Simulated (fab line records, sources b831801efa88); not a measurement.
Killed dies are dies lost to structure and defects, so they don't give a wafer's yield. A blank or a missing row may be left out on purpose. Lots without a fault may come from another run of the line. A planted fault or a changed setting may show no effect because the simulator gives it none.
Which tool did it? | flow sky130 | 11 lots, 33 wafers sampled, at 6 steps of a route of 708

WHAT THE GAUGES READ, wafer by wafer
SKY_SD_P_OVL_MEAS_08. Usual: SD_P_OVL -0.3 nm, standard deviation 1.5.
lot  | measured     | on         | SD_P_OVL (nm)  | flag
L645 | day 25 04:04 | overlay-02 | -0.1 -0.9 -1.1 |
L647 | day 26 05:21 | overlay-02 | -0.5 0.4 0.6   |
L648 | day 26 10:44 | overlay-01 | -1.7 -2.3 -2.9 |
L652 | day 28 05:20 | overlay-01 | -0.6 1.2 -1.1  |
L653 | day 28 13:02 | overlay-01 | -0.2 0.2 -0.1  |
L655 | day 29 00:04 | overlay-01 | -3.0 -3.6 -3.3 |
L657 | day 29 12:44 | overlay-02 | 1.3 0.6 0.3    |
L656 | day 29 16:23 | overlay-01 | 0.5 -1.1 -1.2  |
L668 | day 33 17:26 | overlay-02 | -0.6 0.2 -0.8  |
L667 | day 33 20:38 | overlay-01 | -2.1 -1.4 -2.0 |
L666 | day 33 22:02 | overlay-02 | -0.1 -0.4 0.1  |

SKY_LI_CONTACT_THK_MEAS_01. Usual: LI_CONTACT_HDPCVD_THK 927 nm, standard deviation 12.
lot  | measured     | on            | LI_CONTACT_HDPCVD_THK (nm) | flag
L645 | day 27 15:59 | film_metro-02 | 919 912 918                |
L647 | day 28 16:00 | film_metro-02 | 941 925 940                |
L648 | day 28 22:28 | film_metro-04 | 927 925 916                |
L652 | day 30 15:10 | film_metro-02 | 934 912 939                |
L653 | day 30 23:14 | film_metro-02 | 941 920 924                |
L655 | day 31 10:01 | film_metro-02 | 911 934 901                |
L657 | day 31 21:36 | film_metro-01 | 940 915 924                |
L656 | day 32 00:58 | film_metro-02 | 923 919 920                |
L668 | day 35 23:29 | film_metro-04 | 942 935 934                |
L667 | day 36 02:41 | film_metro-01 | 1114 917 940 1115 916 939  | OFF
L666 | day 36 03:46 | film_metro-01 | 931 1117 909 931 1118 909  | OFF

SKY_LI_CONTACT_BOW_MEAS_03. Usual: LI_CONTACT_BOW 56 um, standard deviation 7.1.
lot  | measured     | on            | LI_CONTACT_BOW (um) | flag
L645 | day 27 16:20 | film_metro-02 | 62 54 55            |
L647 | day 28 16:22 | film_metro-01 | 52 63 55            |
L648 | day 28 22:50 | film_metro-01 | 58 43 41            |
L652 | day 30 15:32 | film_metro-01 | 52 62 72            |
L653 | day 30 23:36 | film_metro-01 | 59 48 43            |
L655 | day 31 10:23 | film_metro-04 | 67 67 42            |
L657 | day 31 21:58 | film_metro-01 | 56 62 50            |
L656 | day 32 01:20 | film_metro-02 | 60 43 55            |
L668 | day 35 23:52 | film_metro-01 | 50 59 60            |
L667 | day 36 04:44 | film_metro-04 | 67 59 61            |
L666 | day 36 10:05 | film_metro-01 | 51 58 47            |

WHICH TOOL RAN EACH LOT (tool, then ch and the chambers of the sampled wafers, then the start)
lot  | SKY_POLY_CUT_ETCH_10               | SKY_LI_CONTACT_HDPCVD_00         | SKY_LI_CONTACT_CMP_02
L645 | rie_diel-04 ch 1,2,3, day 23 21:56 | hdpcvd-02 ch 0,1, day 27 15:52   | cmp-02 ch 0,1, day 27 16:02
L647 | rie_diel-02 ch 0,2,3, day 24 23:47 | hdpcvd-01 ch 1,2, day 28 15:53   | cmp-02 ch 0,1,2, day 28 16:04
L648 | rie_diel-02 ch 0,1, day 25 05:17   | hdpcvd-02 ch 0,2, day 28 22:20   | cmp-02 ch 2,3, day 28 22:31
L652 | rie_diel-04 ch 1,3, day 27 00:49   | hdpcvd-02 ch 0,1, day 30 15:03   | cmp-01 ch 0,1,3, day 30 15:13
L653 | rie_diel-02 ch 0,3, day 27 07:50   | hdpcvd-02 ch 0,1,2, day 30 23:07 | cmp-02 ch 2,3, day 30 23:17
L655 | rie_diel-02 ch 0,1,2, day 27 19:35 | hdpcvd-01 ch 0,2, day 31 09:55   | cmp-02 ch 0,1,2, day 31 10:05
L657 | rie_diel-04 ch 0,1, day 28 09:07   | hdpcvd-02 ch 0,1,2, day 31 21:29 | cmp-02 ch 0,1,2, day 31 21:43
L656 | rie_diel-01 ch 0,1,3, day 28 11:58 | hdpcvd-02 ch 0,2, day 32 00:52   | cmp-01 ch 0,2, day 32 01:02
L668 | rie_diel-02 ch 0,2,3, day 32 14:43 | hdpcvd-01 ch 1,2, day 35 23:22   | cmp-02 ch 1,2,3, day 35 23:32
L667 | rie_diel-04 ch 0,2,3, day 32 18:22 | hdpcvd-01 ch 0,1,2, day 36 02:35 | cmp-01 ch 0,1,2, day 36 04:32
L666 | rie_diel-01 ch 0,3, day 32 19:20   | hdpcvd-01 ch 0,1,2, day 36 03:38 | cmp-01 ch 1,2,3, day 36 09:50
- SKY_POLY_CUT_ETCH_10: etches BARC in N2/H2, stops on SiO2, time 45.9 s, target depth 60 nm.
- SKY_LI_CONTACT_HDPCVD_00: deposits PSG, target thk 930 nm, time 155 s.
- SKY_LI_CONTACT_CMP_02: polishes PSG.

WHAT THE TOOLS THEMSELVES READ (means of the sampled wafers that have a number; where no wafer has one, the mark that the record gives instead)
SKY_POLY_CUT_ETCH_10. Usual: drypump_motor_current_A 5.9 A, standard deviation 0.44; oes_product_au 0.854 a.u., standard deviation 0.005; throttle_valve_pct 13.225 %, standard deviation 0.0089.
lot  | tool        | drypump_motor_current_A (A) | oes_product_au (a.u.) | throttle_valve_pct (%) | flag
L645 | rie_diel-04 | 6.2                         | 0.848                 | 13.226                 |
L647 | rie_diel-02 | 5.9                         | 0.854                 | 13.227                 |
L648 | rie_diel-02 | 5.8                         | 0.852                 | 13.220                 |
L652 | rie_diel-04 | 6.2                         | 0.858                 | 13.232                 |
L653 | rie_diel-02 | 6.1                         | 0.855                 | 13.229                 |
L655 | rie_diel-02 | 5.7                         | 0.853                 | 13.221                 |
L657 | rie_diel-04 | 6.3                         | 0.855                 | 13.222                 |
L656 | rie_diel-01 | 5.4                         | 0.855                 | 13.225                 |
L668 | rie_diel-02 | 5.9                         | 0.854                 | 13.226                 |
L667 | rie_diel-04 | 6.4                         | 0.854                 | 13.220                 |
L666 | rie_diel-01 | 5.2                         | 0.855                 | 13.218                 |

SKY_LI_CONTACT_HDPCVD_00. Usual: sih4_flow_sccm 60.04 sccm, standard deviation 0.17; susceptor_temp_C 600.02 C, standard deviation 0.28.
lot  | tool      | sih4_flow_sccm (sccm) | susceptor_temp_C (C) | flag
L645 | hdpcvd-02 | 60.02                 | 599.88               |
L647 | hdpcvd-01 | 60.08                 | 600.02               |
L648 | hdpcvd-02 | 60.09                 | 599.86               |
L652 | hdpcvd-02 | 59.99                 | 600.37               |
L653 | hdpcvd-02 | 60.07                 | 600.01               |
L655 | hdpcvd-01 | 59.93                 | 599.99               |
L657 | hdpcvd-02 | 60.09                 | 600.10               |
L656 | hdpcvd-02 | 60.22                 | 600.04               |
L668 | hdpcvd-01 | 60.13                 | 599.95               |
L667 | hdpcvd-01 | 63.96                 | 599.97               | OFF
L666 | hdpcvd-01 | 64.09                 | 600.05               | OFF

SKY_LI_CONTACT_CMP_02. Usual: motor_current_A 12.0 A, standard deviation 1.6; time_to_endpoint_s 32 s, standard deviation 3.6.
lot  | tool   | motor_current_A (A) | time_to_endpoint_s (s) | flag
L645 | cmp-02 | 11.6                | 32                     |
L647 | cmp-02 | 12.2                | 36                     |
L648 | cmp-02 | 12.0                | 30                     |
L652 | cmp-01 | 12.5                | 33                     |
L653 | cmp-02 | 12.4                | 29                     |
L655 | cmp-02 | 12.6                | 30                     |
L657 | cmp-02 | 12.3                | 36                     |
L656 | cmp-01 | 12.4                | 30                     |
L668 | cmp-02 | 12.0                | 32                     |
L667 | cmp-01 | 13.0                | 37                     |
L666 | cmp-01 | 11.3                | 38                     |

THE ANSWER, worked out from the rows above alone
Rule: a lot is off if the mean of its wafers that have a number lies more than 3 standard deviations from the usual mean. A lot without any number at a reading at which 4 lots or more have one is off too. The other lots that the step has rows for count as sound. The gauges are gone through in route order, then the tools' own readings, and for those a lot's mean is taken as printed above. The first step at which some lot is off is used, and at that step the reading that is off furthest; a lot without a number counts as furthest.
Off: L667, L666, at SKY_LI_CONTACT_THK_MEAS_01 (LI_CONTACT_HDPCVD_THK).
A tool fits if, at a process step before that reading, it ran every lot that is off, and no sound lot after the first of them. The gauges at SKY_LI_CONTACT_THK_MEAS_01 aren't tried: what is off there is off at SKY_LI_CONTACT_HDPCVD_00 too, on other tools, and a gauge's error can't cause that. One fits: hdpcvd-01 at SKY_LI_CONTACT_HDPCVD_00. Its last sound lot is L668 (day 35 23:22), its first lot that is off L667 (day 36 02:35): a fault that began between those two fits.
The tool's own readings at SKY_LI_CONTACT_HDPCVD_00 bear it out: on the lots that are off they differ by more than 5 times the standard deviation of the sound lots' means. sih4_flow_sccm reads 64.03 sccm there against 60.07 sccm on the sound lots.

WHAT THE SIMULATOR HAD PUT IN
Process parameter drift: hdpcvd-01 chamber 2, from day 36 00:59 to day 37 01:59, at SKY_LI_CONTACT_HDPCVD_00. Setting sih4_flow_sccm, moved by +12, from 60. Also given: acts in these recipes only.
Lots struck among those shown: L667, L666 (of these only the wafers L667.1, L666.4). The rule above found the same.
